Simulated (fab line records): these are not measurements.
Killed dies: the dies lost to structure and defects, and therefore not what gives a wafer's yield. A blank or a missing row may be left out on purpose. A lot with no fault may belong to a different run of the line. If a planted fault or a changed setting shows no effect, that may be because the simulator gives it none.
A lot that was struck, set against a sound lot || flow gf180mcu || 37 out of 602 route steps
Sound: these wafers, L378.4, L378.5, L378.6. Struck: wafers L382.2, L382.3 (left out: L382.5, a lot-mate that was not struck); the cause follows at the end.
Each step with rows lists, per side, the tool, then ch with its chambers, then its first start. Under that, the readings that differ: sound wafers || struck wafers || difference of the means || sigmas: that difference in standard deviations of wafers without a fault.
alike: readings with means less than 2 such deviations apart, plus words and numbers identical on both sides. not compared: withheld readings, readings lacking a value on some wafer, bounds such as >300 that could conceal the same value, and numbers that have no deviation in the record and whose values overlap.
Wherever a step has rows on one side only, a row that says differs or no value, or a row with sigmas, the two part there. When numbers do not overlap yet have no deviation, they are printed without sigmas and do not part them. Lack of a reading on every wafer of one side parts them only where that side has two or more wafers.

first, 2 steps without rows for these wafers: GF_M3_PEB_12 (peb time 90 s); GF_M3_DEVELOP_13 (develop time 60 s).
GF_M3_CD_MEAS_14 targets a cd of 280 nm.
  sound: cdSem-02 at day 22 11:13; struck: cdSem-01 at day 23 20:05
  alike: cdNm
GF_M3_OVL_MEAS_15:
  sound: overlay-02 at day 22 11:18; struck: overlay-02 at day 23 20:11
  alike: M3_OVL
then, 1 step without rows for these wafers: GF_M3_METAL_ETCH_16 (etches the open film in Cl2/BCl3, stops on SiO2, target depth 750.8 nm, time 125.1 s).
GF_M3_STRIP_17: strips in O2/N2.
  sound on plasmaAsher-04 ch 0,1, day 22 11:29; struck on plasmaAsher-01 ch 0,1, day 23 20:21
  alike: chamberPressureMTorr, drypumpMotorCurrentA, heaterPowerW, oesProductAu, stripTimeToEndpointS
  not compared: rfHoursCounterH
then, 3 steps without rows for these wafers: GF_M3_STRIP_18 (strips in post etch residue remover, time 1200 s); GF_M3_CLEAN_19 (cleans in DIW); GF_V3_CVD_00 (deposits SiO2, target thk 600 nm, time 100 s).
GF_V3_THK_MEAS_01:
  sound: filmMetro-02 at day 22 12:05; struck: filmMetro-01 at day 23 20:58
  alike: V3_CVD_00_THK
GF_V3_CVD_02: deposits SiO2 from TEOS, target thk 850 nm, time 94.851 s.
  sound on pecvd-04 ch 0,1,2, day 22 12:09; struck on pecvd-02 ch 1,2, day 23 21:01
  alike: heaterPowerW
GF_V3_THK_MEAS_03:
  sound: filmMetro-02 at day 22 12:13; struck: filmMetro-02 at day 23 21:05
  alike: V3_CVD_02_THK
GF_V3_CMP_04: polishes SiO2.
  sound on cmp-02 ch 0,2,3, day 22 12:23; struck on cmp-02 ch 1,2, day 23 21:08
{"reading": "timeToEndpointS (s)", "sound": "87 90 82", "struck": "54 55", "difference": -32, "sigmas": -7}
{"reading": "model.SiO2_of_V3_CVD_02.thkNm (nm)", "sound": "633.1 634 632.8", "struck": "695.9 695.7", "difference": "+62.5", "sigmas": ""}
  alike: motorCurrentA
GF_V3_BOW_MEAS_05:
  sound: filmMetro-02 at day 22 12:36; struck: filmMetro-03 at day 23 21:28
  alike: V3_BOW
then, 8 steps without rows for these wafers: GF_V3_DEHYDRATE_06 (time 60 s); GF_V3_HMDS_07 (prime time 60 s); GF_V3_COAT_08; GF_V3_COAT_09 (resist thk 1000 nm); GF_V3_SOFTBAKE_10 (time 60 s); GF_V3_EXPOSE_11 (exposes mask Via3, target cd 260 nm); GF_V3_PEB_12 (peb time 90 s); GF_V3_DEVELOP_13 (develop time 60 s).
GF_V3_CD_MEAS_14 targets a cd of 260 nm.
  sound: cdSem-01 at day 23 12:04; struck: cdSem-02 at day 24 19:32
  alike: cdNm
GF_V3_OVL_MEAS_15:
  sound: overlay-01 at day 23 12:09; struck: overlay-01 at day 24 19:38
  alike: V3_OVL
GF_V3_ETCH_16: etches BARC in N2/H2.
  sound on rieDiel-04 ch 1,2,3, day 23 12:10; struck on rieDiel-02 ch 0,3, day 24 19:40
  alike: chamberPressureMTorr, drypumpMotorCurrentA, h2FlowSccm, oesProductAu, throttleValvePct
GF_V3_ETCH_17: etches SiO2 in C4F8/O2/Ar, stops on TiN, target depth 635 nm.
  sound on rieDiel-04 ch 1,2,3; struck on rieDiel-02 ch 0,3
{"reading": "oesProductAu (a.u.)", "sound": "0.850 0.862 0.860", "struck": "0.904 0.906", "difference": "+0.048", "sigmas": "+10"}
{"reading": "model.etch.depthNm (nm)", "sound": "633.1 634 632.8", "struck": "695.9 695.7", "difference": "+62.5", "sigmas": ""}
{"reading": "model.V3.featureDepthNm (nm)", "sound": "633.1 634 632.8", "struck": "695.9 695.7", "difference": "+62.5", "sigmas": ""}
  alike: chamberPressureMTorr
GF_V3_STRIP_18: strips in O2/N2.
  sound on plasmaAsher-04 ch 0,1, day 23 12:20; struck on plasmaAsher-04 ch 0,1, day 24 19:47
  alike: chamberPressureMTorr, drypumpMotorCurrentA, heaterPowerW, oesProductAu
  not compared: rfHoursCounterH
then, 4 steps without rows for these wafers: GF_V3_STRIP_19 (strips in post etch residue remover, time 1200 s); GF_V3_CLEAN_20 (cleans in DIW); GF_V3_SPUTTER_21 (material Ti, target thk 15 nm, time 80.02 s); GF_V3_SPUTTER_22 (material TiN, target thk 10 nm, time 40 s).
GF_V3_CVD_23: deposits W, target thk 350 nm, time 104.9 s.
  sound on cvdW-02 ch 0,1, day 23 12:58; struck on cvdW-02 ch 0,1, day 24 20:26
  alike: heaterPowerW
GF_V3_RS_MEAS_24: uses a four-point probe to measure.
  sound: filmMetro-03 at day 23 13:06; struck: filmMetro-03 at day 24 20:34
  alike: V3_W_RS
GF_V3_THK_MEAS_25: measures by xrf.
  sound: filmMetro-03 at day 23 13:11; struck: filmMetro-03 at day 24 20:40
  alike: V3_W_THK
GF_V3_CMP_26: polishes, stops on SiO2, t overpolish 15 s, target thk 0 nm.
  sound on cmp-02 ch 0,1,2, day 23 13:22; struck on cmp-01 ch 0,2, day 24 20:46
{"reading": "model.SiO2_of_V3_CVD_02.thkNm (nm)", "sound": "629.3 630.2 629", "struck": "692.1 691.9", "difference": "+62.5", "sigmas": ""}
  alike: motorCurrentA
then, 1 step without rows for these wafers: GF_M4_SPUTTER_00 (material Ti, target thk 37.5 nm, time 150 s).
-- the record jumps here: 6 days lie between the struck wafers' starts before and after (it left off in module M4 and takes up again in module PASSIVATION, whose first step shown is number 602 of the route) --
GF_PASSIVATION_PROBE_99:
  only the struck wafers here have rows in the record (prober-01, day 31 00:36); the sound ones have none

== WHERE THEY PART ==
At GF_V3_CMP_04 first; at GF_PASSIVATION_PROBE_99 last (within this record only).

WHY: the cause the simulator had injected
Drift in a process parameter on cmp-02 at GF_V3_CMP_04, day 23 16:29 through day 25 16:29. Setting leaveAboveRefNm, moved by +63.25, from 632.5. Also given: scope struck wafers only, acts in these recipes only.
